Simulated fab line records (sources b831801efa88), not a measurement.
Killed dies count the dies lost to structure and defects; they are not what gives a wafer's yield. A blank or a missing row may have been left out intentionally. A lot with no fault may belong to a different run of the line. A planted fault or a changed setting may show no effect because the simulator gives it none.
Split-lot experiment | flow sky130 | 5 lots, 23 wafers read, on a route of 708 steps

SPLIT DETAILS
At SKY_VIA2_HDPCVD_00 (deposits SiO2, target thk 1180 nm, time 196.7 s), the setting time_s was moved away from the recipe's 196.7 s on 4 of the 23 wafers read, by -6.2% to +6.3%. For the rest of the wafers, this setting stayed at what the recipe calls for.

There is no step in the file separating the split from the reading.

THE READING
At SKY_VIA2_THK_MEAS_01: VIA2_HDPCVD_THK, given in nm. Typical for fault-free wafers on this fab line: 1185 nm, with standard deviation 13 nm.

wafer  | tool, chamber at the split | time_s as run, s | against the recipe | VIA2_HDPCVD_THK, nm | against lot-mates on the recipe
L074.1 | hdpcvd-01, 1               | 196.7            | recipe             | 1173                | -
L074.2 | hdpcvd-01, 2               | 209.1            | +6.3%              | 1242                | +63
L074.4 | hdpcvd-01, 2               | 196.7            | recipe             | 1173                | -
L074.5 | hdpcvd-01, 2               | 209.1            | +6.3%              | 1251                | +72
L074.6 | hdpcvd-01, 1               | 196.7            | recipe             | 1190                | -
L076.1 | hdpcvd-02, 2,1             | 196.7            | recipe             | 1191                | -
L076.2 | hdpcvd-02, 1               | 196.7            | recipe             | 1192                | -
L076.3 | hdpcvd-02, 0               | 196.7            | recipe             | 1199                | -
L076.4 | hdpcvd-02, 0               | 196.7            | recipe             | 1197                | -
L076.5 | hdpcvd-02, 2,1             | 196.7            | recipe             | 1191                | -
L083.1 | hdpcvd-02, 2               | 196.7            | recipe             | 1180                | -
L083.2 | hdpcvd-02, 1               | 196.7            | recipe             | 1175                | -
L083.3 | hdpcvd-02, 0               | 196.7            | recipe             | 1185                | -
L083.4 | hdpcvd-02, 1               | 196.7            | recipe             | 1187                | -
L083.6 | hdpcvd-02, 0               | 196.7            | recipe             | 1194                | -
L080.1 | hdpcvd-02, 1               | 196.7            | recipe             | 1174                | -
L080.2 | hdpcvd-02, 2               | 196.7            | recipe             | 1161                | -
L080.3 | hdpcvd-02, 0               | 196.7            | recipe             | 1177                | -
L085.1 | hdpcvd-02, 2               | 196.7            | recipe             | 1194                | -
L085.2 | hdpcvd-02, 0               | 184.5            | -6.2%              | 1093                | -93
L085.3 | hdpcvd-02, 1,0             | 196.7            | recipe             | 1182                | -
L085.4 | hdpcvd-02, 1,0             | 196.7            | recipe             | 1182                | -
L085.5 | hdpcvd-02, 1               | 184.5            | -6.2%              | 1085                | -101
If several chambers appear in one row, that row covers several wafers at once and the file leaves open which wafer was in which chamber.

THE FIT
A straight line over all 23 wafers: VIA2_HDPCVD_THK changes by +12.6 nm for each +1% of time_s; r = +0.95; the points scatter about the line by 12 nm.
The same after taking each lot's own level away (the mean of its wafers on the recipe; 23 wafers): +13.2 nm for each +1%; r = +0.97; scatter 8.6 nm.
Per that fit: largest time_s move, reading shift of 83 nm.
The span of the lots' own levels, 1170.7 to 1194.0 nm, comes to 1.8 times the standard deviation stated above.
Consequently the slope shifts little with the lot-to-lot level, the two slopes agreeing.
Check: with one of the wafers moved furthest among these (+6.3%) left out of the fit, the line predicts +87.5 nm for it against its lot-mates. It came out at +63.3 nm against them.

OTHER SPLITS APPLIED TO THESE WAFERS
Other splits were also applied to these wafers ahead of the reading. Each is held against what the fit with the lots' levels taken away leaves over:
other split on the same wafers             | wafers away from the commonest value | r with VIA2_HDPCVD_THK (lot level and that fit taken away)
SKY_LI_CONTACT_HDPCVD_00 time_s            | 5                                    | +0.00
SKY_CONTACT_SPUTTER_23 chamber_pressure_pa | 15                                   | -0.20
SKY_METAL1_METAL_ETCH_19 bias_w            | 10                                   | +0.06
SKY_VIA1_SPUTTER_20 chamber_pressure_pa    | 10                                   | +0.00
SKY_VIA1_CVD_21 pressure_torr              | 15                                   | +0.23
SKY_METAL2_SPUTTER_00 time_s               | 5                                    | -0.03

THE WHOLE CHAIN: every reading that the file lists as answering this split, in the file's order
step                 | what it does                                    | reading                                                                        | change (the file's fit)              | r (the file's)
SKY_VIA2_HDPCVD_00   | deposits SiO2, target thk 1180 nm, time 196.7 s | SiO2_of_VIA2_HDPCVD_00.thk_nm (the simulator's own value, which no gauge read) | +13.1 nm for each +1% of the setting | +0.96
SKY_VIA2_THK_MEAS_01 |                                                 | VIA2_HDPCVD_THK                                                                | +13.1 for each +1% of the setting    | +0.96

FILE'S OWN FIT
VIA2_HDPCVD_THK changes by +13.1 nm for each +1% of time_s, r = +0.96.
